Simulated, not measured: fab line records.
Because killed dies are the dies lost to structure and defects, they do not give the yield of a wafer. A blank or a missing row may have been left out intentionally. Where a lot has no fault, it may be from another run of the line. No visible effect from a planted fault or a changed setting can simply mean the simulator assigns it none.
Which tool is to blame? -- flow gf180mcu -- 36 wafers sampled from 12 lots at 1 step of a route of 602

WHAT THE GAUGES READ, wafer by wafer
GF_STI_CD_MEAS_12: the cd target is 220 nm.
lot,measured,on,cd nm (nm)
L075,day 2 07:39,cd sem-02,219.2 219.9 219.0
L077,day 2 17:20,cd sem-02,221.2 220.3 220.1
L079,day 3 06:20,cd sem-02,219.4 219.1 219.2
L081,day 3 13:39,cd sem-01,219.9 219.9 220.0
L083,day 3 23:47,cd sem-01,219.9 219.9 220.3
L085,day 4 10:35,cd sem-02,218.4 219.3 219.4
L087,day 4 21:28,cd sem-02,220.8 219.5 219.5
L089,day 5 07:23,cd sem-02,219.1 219.1 219.2
L091,day 5 16:26,cd sem-02,219.8 221.3 220.3
L093,day 6 04:05,cd sem-01,221.0 222.7 222.2
L095,day 6 14:01,cd sem-01,222.3 220.9 220.7
L097,day 7 00:23,cd sem-01,221.4 221.0 220.7

EACH LOT AND THE TOOL THAT RAN IT (in order: tool; ch and the chambers of the sampled wafers; start)
Record: no process step prior to these readings.

THE ANSWER, worked out from the rows above alone
Rule: the lots themselves supply what counts as usual. The widest of any qualifying gaps counts: lots, ordered by their means at a reading, are off when they make up no more than a third of the lots, leave a main group of 4 or more, and stand apart from it by 3 or more times the standard deviation of that group's means. Not used: any main group whose means are identical at the precision the tables above print for the reading. Also off: a lot with no number at a reading for which 4 or more lots have one. All remaining lots with rows at the step are treated as sound.
No lot is off at any reading shown: from this, nothing can be told.

WHAT THE SIMULATOR PUT IN
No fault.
